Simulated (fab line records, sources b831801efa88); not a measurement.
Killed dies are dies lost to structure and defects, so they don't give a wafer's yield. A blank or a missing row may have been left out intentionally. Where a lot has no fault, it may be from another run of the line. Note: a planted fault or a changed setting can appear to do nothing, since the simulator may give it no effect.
fab line records -- flow sky130
record lots=12, wafers=36, lastDay=50
route steps=708 shown FIELD_ISO@20 NWELL@76 VT_ADJUST_HVTP@93 VT_ADJUST_HVTR@139 PAD_OPEN@708
lots that met no fault: taken from a fault-free run of the same line
startH: the number of hours between the record's first day and the start of the first shown wafer of the lot -- waitH: hours from the lot's prior step to this one -- " the same as in the row above -- L1.1+2: one row covering several wafers at once -- - value missing, or start not given -- * or withheld: withheld -- < > ~ a bound
route shown NAME@n: NAME is a module with steps in the file, n the number in the route of the first one -- usual: the fault-free wafers' mean and standard deviation -- same: alike in all rows -- chamber/n: place in a boat -- sites: readings site by site -- _std_site: how widely they spread, as a standard deviation -- _edge_site: the outer-site mean with the inner-site mean subtracted -- radiusMm: for every site, how far away it sits from the centre of the wafer -- mask NAME#n: copy n -- behind: the last tool/chamber to shape the wafer -- hold: cause of the lot's hold/its duration in hours/its outcome -- device: whichever transistor did not switch (one of n, p or np) -- end of line: the route-end tests of the same wafers -- a step given without rows: its recipe and nothing more -- killed: at the first sort, the dies lost to defects and structure; wafer yield is something else -- map: a wafer's dies, marking killed ones x, the rest . and places with no die _
set.NAME: the setting that was run; set.NAME@STEP: the one run at that earlier step -- model.NAME: the simulator's own value behind a step, which no gauge read
the route's steps for a sample of lots (tables are steps, rows are wafers)
services: the hour from which a tool's chamber was out of use, counted from the record's first day as startH (under 0 if before that day), plus the number of hours and why
## steps
# step SKY_FIELD_ISO_CLEAN_19
# recipe chemistry=SC1/SC2, mix=1:4:20, tempC=70, timeS=150
# usual runLengthS=178/3.8
lot.wafer,tool,chamber,startH,waitH,runLengthS
L973.2,wetBench-01,1,29.53,0.0,177
L973.3,wetBench-01,1,29.53,0.0,177
L973.6,wetBench-01,1,29.53,0.0,177
L974.1,wetBench-01,2,34.47,0.0,176
L974.3,wetBench-01,2,34.47,0.0,176
L974.4,wetBench-01,2,34.47,0.0,176
L975.1,wetBench-01,1,39.99,0.0,178
L975.2,wetBench-01,1,39.99,0.0,178
L975.5,wetBench-01,1,39.99,0.0,178
L983.3,wetBench-04,3,81.33,0.0,156
L983.4,wetBench-04,3,81.33,0.0,156
L983.6,wetBench-04,3,81.33,0.0,156
L984.3,wetBench-04,1,86.19,0.0,156
L984.5,wetBench-04,1,86.19,0.0,156
L984.6,wetBench-04,1,86.19,0.0,156
L985.1,wetBench-03,2,92.99,0.0,177
L985.2,wetBench-03,2,92.99,0.0,177
L985.3,wetBench-03,2,92.99,0.0,177
L986.2,wetBench-03,0,96.03,0.0,177
L986.5,wetBench-03,0,96.03,0.0,177
L986.6,wetBench-03,0,96.03,0.0,177
L987.1,wetBench-03,1,103.08,0.0,175
L987.2,wetBench-03,1,103.08,0.0,175
L987.4,wetBench-03,1,103.08,0.0,175
L992.1,wetBench-03,1,130.74,0.0,183
L992.2,wetBench-03,1,130.74,0.0,183
L992.3,wetBench-03,1,130.74,0.0,183
L993.2,wetBench-01,3,133.74,0.0,178
L993.4,wetBench-01,3,133.74,0.0,178
L993.5,wetBench-01,3,133.74,0.0,178
L995.1,wetBench-03,3,142.41,0.0,184
L995.3,wetBench-03,3,142.41,0.0,184
L995.5,wetBench-03,3,142.41,0.0,184
L996.1,wetBench-01,1,153.24,0.0,177
L996.3,wetBench-01,1,153.24,0.0,177
L996.4,wetBench-01,1,153.24,0.0,177
# step SKY_NWELL_OVL_MEAS_23
# usual NWELL_01_OVL=-0.4/1.4
lot.wafer,tool,chamber,startH,waitH,NWELL_01_OVL[nm]
L973.2,overlay-01,-,102.61,-,-0.3
L973.3,overlay-01,-,102.61,-,0.8
L973.6,overlay-01,-,102.61,-,0.9
L974.1,overlay-02,-,110.04,-,-1.3
L974.3,overlay-02,-,110.04,-,-0.2
L974.4,overlay-02,-,110.04,-,-2.1
L975.1,overlay-01,-,116.10,-,0.5
L975.2,overlay-01,-,116.10,-,1.8
L975.5,overlay-01,-,116.10,-,-2.0
L983.3,overlay-01,-,164.00,-,-2.7
L983.4,overlay-01,-,164.00,-,-0.9
L983.6,overlay-01,-,164.00,-,-0.1
L984.3,overlay-02,-,169.97,-,0.3
L984.5,overlay-02,-,169.97,-,1.9
L984.6,overlay-02,-,169.97,-,-1.4
L985.1,overlay-02,-,174.77,-,-1.0
L985.2,overlay-02,-,174.77,-,-1.1
L985.3,overlay-02,-,174.77,-,-1.1
L986.2,overlay-02,-,181.07,-,-1.7
L986.5,overlay-02,-,181.07,-,-3.6
L986.6,overlay-02,-,181.07,-,-1.2
L987.1,overlay-01,-,188.59,-,-1.2
L987.2,overlay-01,-,188.59,-,-0.1
L987.4,overlay-01,-,188.59,-,0.3
L992.1,overlay-02,-,220.42,-,-0.7
L992.2,overlay-02,-,220.42,-,1.5
L992.3,overlay-02,-,220.42,-,0.6
L993.2,overlay-02,-,223.76,-,-1.6
L993.4,overlay-02,-,223.76,-,0.5
L993.5,overlay-02,-,223.76,-,0.1
L995.1,overlay-01,-,234.39,-,0.0
L995.3,overlay-01,-,234.39,-,-0.5
L995.5,overlay-01,-,234.39,-,2.5
L996.1,overlay-01,-,246.24,-,0.2
L996.3,overlay-01,-,246.24,-,1.1
L996.4,overlay-01,-,246.24,-,-1.1
# step SKY_VT_ADJUST_HVTP_OVL_MEAS_08
# usual VT_ADJUST_HVTP_OVL=-1.2/1.4
lot.wafer,tool,chamber,startH,waitH,VT_ADJUST_HVTP_OVL[nm]
L973.2,overlay-02,-,121.58,0.1,-3.2
L973.3,overlay-02,-,121.58,0.1,-3.0
L973.6,overlay-02,-,121.58,0.1,-2.5
L974.1,overlay-01,-,128.61,0.1,-3.0
L974.3,overlay-01,-,128.61,0.1,-2.7
L974.4,overlay-01,-,128.61,0.1,-3.1
L975.1,overlay-02,-,135.83,0.1,-0.3
L975.2,overlay-02,-,135.83,0.1,1.7
L975.5,overlay-02,-,135.83,0.1,-1.7
L983.3,overlay-01,-,185.19,0.1,0.5
L983.4,overlay-01,-,185.19,0.1,2.0
L983.6,overlay-01,-,185.19,0.1,-0.4
L984.3,overlay-02,-,191.82,0.1,-1.6
L984.5,overlay-02,-,191.82,0.1,-1.6
L984.6,overlay-02,-,191.82,0.1,-0.3
L985.1,overlay-02,-,196.36,0.1,0.7
L985.2,overlay-02,-,196.36,0.1,-0.3
L985.3,overlay-02,-,196.36,0.1,-1.2
L986.2,overlay-02,-,203.58,0.1,-1.7
L986.5,overlay-02,-,203.58,0.1,1.0
L986.6,overlay-02,-,203.58,0.1,-1.2
L987.1,overlay-02,-,210.55,0.1,-0.2
L987.2,overlay-02,-,210.55,0.1,-1.1
L987.4,overlay-02,-,210.55,0.1,-1.1
L992.1,overlay-01,-,244.21,0.1,-1.8
L992.2,overlay-01,-,244.21,0.1,-1.5
L992.3,overlay-01,-,244.21,0.1,-0.1
L993.2,overlay-02,-,248.23,0.1,-1.0
L993.4,overlay-02,-,248.23,0.1,1.1
L993.5,overlay-02,-,248.23,0.1,1.0
L995.1,overlay-02,-,258.71,0.1,-3.1
L995.3,overlay-02,-,258.71,0.1,-0.5
L995.5,overlay-02,-,258.71,0.1,-1.8
L996.1,overlay-01,-,270.64,0.1,-3.1
L996.3,overlay-01,-,270.64,0.1,-1.1
L996.4,overlay-01,-,270.64,0.1,-2.0
# step SKY_VT_ADJUST_HVTR_OVL_MEAS_08
# usual VT_ADJUST_HVTR_OVL=1.7/1.4
lot.wafer,tool,chamber,startH,waitH,VT_ADJUST_HVTR_OVL[nm]
L973.2,overlay-02,-,202.68,0.1,2.3
L973.3,overlay-02,-,202.68,0.1,1.5
L973.6,overlay-02,-,202.68,0.1,3.8
L974.1,overlay-02,-,209.44,0.1,1.1
L974.3,overlay-02,-,209.44,0.1,0.7
L974.4,overlay-02,-,209.44,0.1,0.6
L975.1,overlay-01,-,218.99,0.1,0.5
L975.2,overlay-01,-,218.99,0.1,1.6
L975.5,overlay-01,-,218.99,0.1,2.0
L983.3,overlay-02,-,276.45,0.1,2.5
L983.4,overlay-02,-,276.45,0.1,3.0
L983.6,overlay-02,-,276.45,0.1,1.3
L984.3,overlay-01,-,284.14,0.1,2.3
L984.5,overlay-01,-,284.14,0.1,1.3
L984.6,overlay-01,-,284.14,0.1,-0.3
L985.1,overlay-02,-,287.66,0.1,0.9
L985.2,overlay-02,-,287.66,0.1,1.4
L985.3,overlay-02,-,287.66,0.1,2.3
L986.2,overlay-02,-,298.56,0.1,-0.5
L986.5,overlay-02,-,298.56,0.1,-1.4
L986.6,overlay-02,-,298.56,0.1,-0.5
L987.1,overlay-02,-,306.26,0.1,3.6
L987.2,overlay-02,-,306.26,0.1,1.9
L987.4,overlay-02,-,306.26,0.1,0.6
L992.1,overlay-02,-,344.87,0.1,1.7
L992.2,overlay-02,-,344.87,0.1,2.7
L992.3,overlay-02,-,344.87,0.1,4.1
L993.2,overlay-02,-,350.33,0.1,2.2
L993.4,overlay-02,-,350.33,0.1,2.5
L993.5,overlay-02,-,350.33,0.1,2.2
L995.1,overlay-02,-,363.22,0.1,0.0
L995.3,overlay-02,-,363.22,0.1,0.0
L995.5,overlay-02,-,363.22,0.1,0.6
L996.1,overlay-01,-,376.99,0.1,3.0
L996.3,overlay-01,-,376.99,0.1,3.7
L996.4,overlay-01,-,376.99,0.1,2.8
# step SKY_PAD_OPEN_PROBE_99
# usual killed_at_M0_to_M3=43/7.3, killed_at_M4_up=3.5/2.2, killedAtContacts=24/5.3, killedAtFrontEnd=15/4.2, killedAtOther=0.3/0.67, killedDies=86/9.8, killedOpen=47/7.2, killedShort=39/6.5
# same grossDies=492, killedAtBackSide=0
lot.wafer,tool,chamber,startH,waitH,killed_at_M0_to_M3,killed_at_M4_up,killedAtContacts,killedAtFrontEnd,killedAtOther,killedDies,killedOpen,killedShort
L983.3,prober-02,-,1154.21,0.2,44,4,24,6,2,80,50,30
L983.4,prober-02,-,1154.26,0.2,35,12,18,7,2,74,42,29
L983.6,prober-02,-,1154.36,0.2,44,1,29,15,1,90,46,42
L986.2,prober-02,-,1158.66,0.1,34,1,18,16,0,69,38,31
L986.5,prober-02,-,1158.81,0.2,40,0,22,13,0,75,44,31
L986.6,prober-02,-,1158.86,0.2,45,4,16,13,0,78,37,41
L985.1,prober-02,-,1160.11,0.1,31,1,27,20,2,81,41,40
L985.2,prober-02,-,1160.16,0.1,47,3,15,16,0,81,35,45
L985.3,prober-02,-,1160.21,0.2,42,2,20,19,1,84,53,31
# killed by level:class
L983.3 VIA1:geometricParticle:open=17 CONTACT:geometricParticle:open=11 VIA2:geometricParticle:open=6 METAL1:geometricParticle:short=5 LI_CONTACT:geometricParticle:open=4 LOCAL_INTERCONNECT:geometricParticle:short=4 VIA3:geometricParticle:open=4 METAL2:geometricParticle:short=4
L983.4 VIA1:geometricParticle:open=12 CONTACT:geometricParticle:open=7 LI_CONTACT:geometricParticle:open=5 METAL1:geometricParticle:short=4 METAL2:geometricParticle:short=4 CONTACT:geometricParticle:short=3 VIA2:geometricParticle:open=3 METAL3:geometricParticle:short=3
L983.6 CONTACT:geometricParticle:open=12 METAL3:geometricParticle:short=9 VIA1:geometricParticle:open=9 CONTACT:geometricParticle:short=7 VIA2:geometricParticle:open=7 POLY_GATE:geometricParticle:open=5 VIA1:geometricParticle:short=5 LI_CONTACT:geometricParticle:open=5
L986.2 LI_CONTACT:geometricParticle:open=8 METAL2:geometricParticle:short=6 VIA2:geometricParticle:open=5 METAL3:geometricParticle:short=5 VIA3:geometricParticle:open=5 VIA3:geometricParticle:short=5 FIELD_ISO:geometricParticle:open=4 FIELD_ISO:geometricParticle:short=4
L986.5 VIA1:geometricParticle:open=10 LI_CONTACT:geometricParticle:open=8 VIA3:geometricParticle:open=8 POLY_GATE:geometricParticle:short=5 VIA2:geometricParticle:open=5 VIA3:geometricParticle:short=5 CONTACT:geometricParticle:open=4 LOCAL_INTERCONNECT:geometricParticle:short=4
L986.6 VIA3:geometricParticle:open=11 METAL2:geometricParticle:short=10 LI_CONTACT:geometricParticle:open=7 VIA3:geometricParticle:short=6 VIA2:geometricParticle:open=5 FIELD_ISO:geometricParticle:short=4 LOCAL_INTERCONNECT:geometricParticle:short=4 VIA1:geometricParticle:open=4
L985.1 CONTACT:geometricParticle:open=11 POLY_GATE:geometricParticle:open=7 VIA1:geometricParticle:open=7 FIELD_ISO:geometricParticle:short=5 CONTACT:geometricParticle:short=5 POLY_GATE:geometricParticle:short=4 VIA1:geometricParticle:short=4 METAL2:geometricParticle:short=4
L985.2 METAL2:geometricParticle:short=12 METAL1:geometricParticle:short=8 VIA1:geometricParticle:open=7 VIA3:geometricParticle:open=6 FIELD_ISO:geometricParticle:open=5 VIA3:geometricParticle:short=5 METAL1:geometricParticle:open=5 LI_CONTACT:geometricParticle:short=4
L985.3 LI_CONTACT:geometricParticle:open=9 VIA2:geometricParticle:open=9 FIELD_ISO:geometricParticle:open=8 VIA3:geometricParticle:open=6 CONTACT:geometricParticle:open=6 METAL1:geometricParticle:short=6 METAL2:geometricParticle:short=6 VIA1:geometricParticle:open=5
## services
tool,chamber,startH,hours,kind
wetBench-04,-,49.42,2.1,repair
wetBench-01,-,102.90,13.1,repair
## key
firstSign step=SKY_FIELD_ISO_CLEAN_19, reading=runLengthS, direction=down, sigmas=5.8, usual=*, struck=*
effect none on later readings
metAt SKY_FIELD_ISO_CLEAN_19
struckLots L983,L984
testerLeftOut L983,L984
notActingAt SKY_NWELL_OVL_MEAS_23,SKY_VT_ADJUST_HVTP_OVL_MEAS_08,SKY_VT_ADJUST_HVTR_OVL_MEAS_08
fault kind=processParameterDrift, tool=wetBench-04, chamber=-, onsetH=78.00, steps=SKY_FIELD_ISO_CLEAN_19, channel=timeS, offset=*, shape=step, endH=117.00, actsIn=*, stated=*
# testerLeftOut: of these lots the tester's yield and bins aren't shown, on N5 and GAA mostly nor the transistor test; their killed dies are dies lost to structure and defects alone, not to doping, threshold or leakage, so they don't give the yield
